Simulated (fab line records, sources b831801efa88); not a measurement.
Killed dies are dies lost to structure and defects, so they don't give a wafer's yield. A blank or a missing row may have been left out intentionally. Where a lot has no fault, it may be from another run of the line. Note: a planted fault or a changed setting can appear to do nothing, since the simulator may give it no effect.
Commonality check across tools | flow gf180mcu | Sample size 14 lots and 42 wafers

## REASON FOR OPENING
At GF_MVSD_TW_MEAS_11 the reading MVSD_TW is flagged on 2 of 14 lots. No-fault wafers: 1591, standard deviation 15.
Rule: a lot is flagged in two cases, either no wafer of it has a number, or all its wafers with numbers fall more than 4 standard deviations from that mean. As for the other lots, they are considered sound.

lot  | measured     | on            | MVSD_TW, wafer by wafer | flag
L869 | day 4 22:20  | film metro-04 | 1579 1587 1583          |
L870 | day 5 04:25  | film metro-02 | 1591 1584 1587          |
L872 | day 5 16:38  | film metro-04 | 1575 1566 1577          |
L874 | day 6 04:51  | film metro-01 | 1607 1614 1610          |
L875 | day 6 10:34  | film metro-01 | 1614 1605 1607          |
L876 | day 6 16:56  | film metro-04 | 1569 1567 1575          |
L877 | day 6 23:31  | film metro-02 | 1585 1591 1589          |
L878 | day 7 03:43  | film metro-01 | 421 407 427             | FLAGGED
L879 | day 7 11:23  | film metro-01 | 429 428 423             | FLAGGED
L880 | day 7 14:38  | film metro-02 | 1591 1584 1581          |
L883 | day 8 08:11  | film metro-02 | 1586 1580 1585          |
L888 | day 9 11:53  | film metro-02 | 1591 1584 1584          |
L889 | day 9 16:41  | film metro-01 | 1628 1625 1613          |
L890 | day 10 00:20 | film metro-02 | 1587 1586 1590          |
The numbers of the flagged lots are 422 on average: -1168 against the usual, or -78 standard deviations.

## WHICH TOOL RAN EACH LOT
Before the reading, the record contains 2 process steps out of a 602-step route. In each cell: the tool, then ch and the chambers that the sampled wafers went through, then the start.
lot  | flag    | GF_STI_CMP_25                | GF_MVSD_DEVELOP_06
L869 |         | cmp-01 ch 0,1,2, day 2 14:16 | litho track-03 ch 0, day 4 21:00
L870 |         | cmp-02 ch 0,2,3, day 2 19:20 | litho track-03 ch 0, day 5 03:00
L872 |         | cmp-02 ch 1,2,3, day 3 06:02 | litho track-02 ch 0, day 5 16:00
L874 |         | cmp-02 ch 1,3, day 3 16:26   | litho track-02 ch 0, day 6 04:00
L875 |         | cmp-01 ch 1,3, day 3 22:33   | litho track-03 ch 0, day 6 09:00
L876 |         | cmp-01 ch 0,2,3, day 4 02:56 | litho track-03 ch 0, day 6 16:00
L877 |         | cmp-01 ch 2,3, day 4 09:26   | litho track-03 ch 0, day 6 22:00
L878 | FLAGGED | cmp-02 ch 0,1,3, day 4 13:10 | litho track-03 ch 0, day 7 03:00
L879 | FLAGGED | cmp-02 ch 0,1, day 4 17:26   | litho track-03 ch 0, day 7 10:00
L880 |         | cmp-02 ch 0,1,2, day 4 22:51 | litho track-02 ch 0, day 7 14:00
L883 |         | cmp-02 ch 0,1,3, day 5 16:56 | litho track-02 ch 0, day 8 07:00
L888 |         | cmp-01 ch 0,2, day 6 16:11   | litho track-04 ch 0, day 9 11:00
L889 |         | cmp-02 ch 0,1,3, day 6 20:34 | litho track-04 ch 0, day 9 16:00
L890 |         | cmp-01 ch 0,1,2, day 7 03:19 | litho track-04 ch 0, day 9 23:00
What these steps do:
- GF_STI_CMP_25: polishes, stops on Si3N4, t overpolish 33 s, target thk 524.6 nm.
- GF_MVSD_DEVELOP_06: develop time 60 s.
- GF_MVSD_TW_MEAS_11

## FLAGGED AGAINST TOTAL, ONE TOOL AT A TIME (gauges that did the reading follow at the end)
step               | tool           | lots run | flagged | share of the flagged lots | sound lots run after its first flagged lot
GF_STI_CMP_25      | cmp-01         | 6        | 0       | none                      | -
GF_STI_CMP_25      | cmp-02         | 8        | 2       | all                       | 3 (L880,L883,L889)
GF_MVSD_DEVELOP_06 | litho track-02 | 4        | 0       | none                      | -
GF_MVSD_DEVELOP_06 | litho track-03 | 7        | 2       | all                       | 0
GF_MVSD_DEVELOP_06 | litho track-04 | 3        | 0       | none                      | -
GF_MVSD_TW_MEAS_11 | film metro-01  | 5        | 2       | all                       | 1 (L889)
GF_MVSD_TW_MEAS_11 | film metro-02  | 6        | 0       | none                      | -
GF_MVSD_TW_MEAS_11 | film metro-04  | 3        | 0       | none                      | -

## THE TABLE: WHAT IT ALLOWS
Every flagged lot was run by 3 rows of the table: cmp-02 at GF_STI_CMP_25, litho track-03 at GF_MVSD_DEVELOP_06 and film metro-01 at GF_MVSD_TW_MEAS_11.
- cmp-02 at GF_STI_CMP_25: 2 of its 8 lots flagged. Lots that were sound ran on it after the first flagged one (L880, L883, L889); a persistent fault on the entire tool would not allow that.
- litho track-03 at GF_MVSD_DEVELOP_06: 2 of its 7 lots flagged. Last sound lot L877 at day 6 22:00, first flagged lot L878 at day 7 03:00; a fault beginning in between fits.
- film metro-01 at GF_MVSD_TW_MEAS_11: 2 of its 5 lots flagged. Lots that were sound ran on it after the first flagged one (L889); a persistent fault on the entire tool would not allow that.
Left over: one tool, litho track-03 at GF_MVSD_DEVELOP_06.

## WHAT HAD BEEN PUT IN BY THE SIMULATOR
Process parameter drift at GF_MVSD_DEVELOP_06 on litho track-03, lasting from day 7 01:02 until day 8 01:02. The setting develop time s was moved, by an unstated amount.
Struck lots among those shown: L878, L879. The rule given above showed the same thing.
